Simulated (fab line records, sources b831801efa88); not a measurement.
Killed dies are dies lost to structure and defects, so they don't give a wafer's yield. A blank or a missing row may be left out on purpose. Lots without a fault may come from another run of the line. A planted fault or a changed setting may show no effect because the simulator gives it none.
A struck lot beside a sound one | flow sfq_line | 14 steps out of a route of 325
Sound: wafers L497.3, L497.5, L497.6. Struck: wafers L503.3, L503.4, L503.6. The cause comes at the end.
At each step with rows: each side's tool, then ch and its chambers, then its first start. Under that, the readings that differ: sound wafers | struck wafers | difference of the means | sigmas: that difference in standard deviations of wafers without a fault.
alike: readings whose means differ by less than 2 such deviations, and words and numbers that are the same on both sides. not compared: withheld readings, readings that some wafer has no value for, bounds like >300 that may hide the same value, and numbers for which the record gives no deviation and whose values overlap.
The two part at a step that has a row with sigmas, a row that says differs or no value, or rows on one side only. Numbers that don't overlap but have no deviation are shown without sigmas and don't part them. A reading that every wafer of one side lacks parts them only if that side has two wafers or more.

first, 2 steps without rows for these wafers: SFQ_TRILAYER_I0_VIA_STRIP_SOLV_CLEAN_036 (cleans in NMP, time 600 s); SFQ_TRILAYER_M1_DEP_PRE_CLEAN_038 (time 22.5 s).
SFQ_TRILAYER_M1_DEP_SPUTTER_037: material Nb, target thk 200 nm, time 133.3 s.
  sound on pvd_sputter-06, day 10 05:20; struck on pvd_sputter-03, day 11 19:17
  alike: throttle_valve_pct
SFQ_M1_RS_MEAS_909: measures by four-point-probe.
  sound on film_metro-03, day 10 05:28; struck on film_metro-04, day 11 19:25
  alike: M1_NB_RS
then, 4 steps without rows for these wafers: SFQ_TRILAYER_M1_LITHO_COAT_044 (resist thk 62 nm); SFQ_TRILAYER_M1_LITHO_COAT_039 (resist thk 600 nm); SFQ_TRILAYER_M1_LITHO_SOFTBAKE_043; SFQ_TRILAYER_M1_LITHO_EXPOSE_040 (exposes mask M1, target cd 500 nm).
-- the record jumps here: 3 days lie between the struck wafers' starts before and after --
SFQ_TRILAYER_M1_LITHO_PEB_042: peb time 61.81 s.
  sound on litho_track-02 ch 0, day 13 01:58; struck on litho_track-03 ch 0, day 15 00:43
  reading                   | sound                | struck              | difference | sigmas
  plate_sensor_t_edge_C (C) | 116.07 116.07 116.07 | 116.09 116.08 116.1 | +0.02      | +2
  alike: plate_sensor_t_centre_C
then, 1 step without rows for these wafers: SFQ_TRILAYER_M1_LITHO_DEVELOP_041 (time 60 s).
SFQ_M1_OVL_MEAS_911:
  sound on overlay-01, day 13 02:14; struck on overlay-02, day 15 00:59
  alike: M1_OVL
SFQ_TRILAYER_M1_BARC_OPEN_METAL_ETCH_054: etches BARC in O2, target depth 125 nm, time 41.7 s.
  sound on rie_metal-02 ch 0,1, day 13 02:18; struck on rie_metal-04 ch 0,1, day 15 01:02
  reading                                             | sound             | struck            | difference | sigmas
  model.KrF_of_TRILAYER_M1_LITHO_COAT_039.thk_nm (nm) | 523.3 524.1 523.6 | 533.2 532.9 532.6 | +9.2       |
  alike: chamber_pressure_mTorr, drypump_motor_current_A, he_backside_leak_sccm, oes_product_au
  not compared: rf_hours_counter_h
SFQ_TRILAYER_M1_ETCH_METAL_ETCH_042: etches Nb in Cl2/Ar, stops on SiO2, target depth 240 nm, time 120 s.
  sound on rie_metal-02 ch 0,1, day 13 02:23; struck on rie_metal-04 ch 0,1, day 15 01:07
  reading                                             | sound             | struck            | difference | sigmas
  drypump_motor_current_A (A)                         | 4.7 5.4 4.7       | 5.6 6.1 5.7       | +0.9       | +2
  model.KrF_of_TRILAYER_M1_LITHO_COAT_039.thk_nm (nm) | 382.2 381.9 381.7 | 393.2 392.3 392.6 | +10.8      |
  alike: chamber_pressure_mTorr, he_backside_leak_sccm, oes_product_au
  not compared: rf_hours_counter_h
SFQ_TRILAYER_M1_STRIP_STRIP_043: strips in O2.
  sound on rie_metal-02 ch 0,1, day 13 02:40; struck on rie_metal-04 ch 0,1, day 15 01:23
  reading                     | sound       | struck      | difference | sigmas
  drypump_motor_current_A (A) | 4.7 5.4 4.7 | 5.7 6.1 5.6 | +0.9       | +2
  alike: chamber_pressure_mTorr, he_backside_leak_sccm, oes_product_au, platen_temp_c
  not compared: rf_hours_counter_h

WHERE THEY PART
First at SFQ_TRILAYER_M1_LITHO_PEB_042; last, within this record, at SFQ_TRILAYER_M1_STRIP_STRIP_043.

WHY: what the simulator had put in
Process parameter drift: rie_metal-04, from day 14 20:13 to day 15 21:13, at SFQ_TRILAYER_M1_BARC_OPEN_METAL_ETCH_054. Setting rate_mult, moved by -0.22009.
